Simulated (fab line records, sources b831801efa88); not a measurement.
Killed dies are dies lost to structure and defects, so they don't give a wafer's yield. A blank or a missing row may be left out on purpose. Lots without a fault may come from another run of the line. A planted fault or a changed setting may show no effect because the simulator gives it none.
Which tool did it? | flow gf180mcu | 14 lots, 42 wafers sampled, at 1 step of a route of 602

WHAT THE GAUGES READ, wafer by wafer
GF_STI_THK_MEAS_30.
lot  | measured    | on            | STI_OXIDATION_02_THK (nm)
L270 | day 2 23:36 | film_metro-01 | 10.07 9.97 9.93
L271 | day 3 03:17 | film_metro-02 | 10.13 10.13 9.97
L273 | day 3 15:07 | film_metro-02 | 9.73 9.80 9.77
L276 | day 4 04:25 | film_metro-01 | 10.24 10.31 10.40
L281 | day 5 05:49 | film_metro-01 | 10.11 10.02 10.00
L282 | day 5 10:10 | film_metro-01 | 10.02 10.05 9.92
L283 | day 5 16:36 | film_metro-03 | 9.80 9.90 9.84
L284 | day 5 21:56 | film_metro-01 | 10.21 10.36 10.25
L285 | day 6 02:04 | film_metro-01 | 10.05 9.90 10.00
L286 | day 6 07:49 | film_metro-01 | 9.99 9.96 9.92
L287 | day 6 15:09 | film_metro-01 | 9.71 9.77 9.92
L288 | day 6 17:55 | film_metro-02 | 9.85 9.80 9.91
L289 | day 6 23:56 | film_metro-01 | 9.85 9.80 9.80
L290 | day 7 05:35 | film_metro-01 | 10.13 10.03 10.08

WHICH TOOL RAN EACH LOT (tool, then ch and the chambers of the sampled wafers, then the start)
The record holds no process step before these readings.

WHAT THE TOOLS THEMSELVES READ (means of the sampled wafers that have a number; where no wafer has one, the mark that the record gives instead)
The record holds no such reading with a usual standard deviation.

THE ANSWER, worked out from the rows above alone
Rule: what is usual is taken from the lots themselves. Put in order of their means at a reading, lots are off if they are a third of the lots or fewer, leave a main group of 4 or more, and stand apart from it by a gap of 3 or more times the standard deviation of the main group's means; of several such gaps the widest counts. A main group whose means are all the same, to the digits that the tables above print for the reading, isn't used. A lot without any number at a reading at which 4 lots or more have one is off too. The other lots that the step has rows for count as sound. The gauges are gone through in route order, then the tools' own readings, and for those a lot's mean is taken as printed above. The first step at which some lot is off is used, and at that step the reading that is off furthest; a lot without a number counts as furthest.
No lot is off at any reading shown: from this, nothing can be told.

WHAT THE SIMULATOR HAD PUT IN
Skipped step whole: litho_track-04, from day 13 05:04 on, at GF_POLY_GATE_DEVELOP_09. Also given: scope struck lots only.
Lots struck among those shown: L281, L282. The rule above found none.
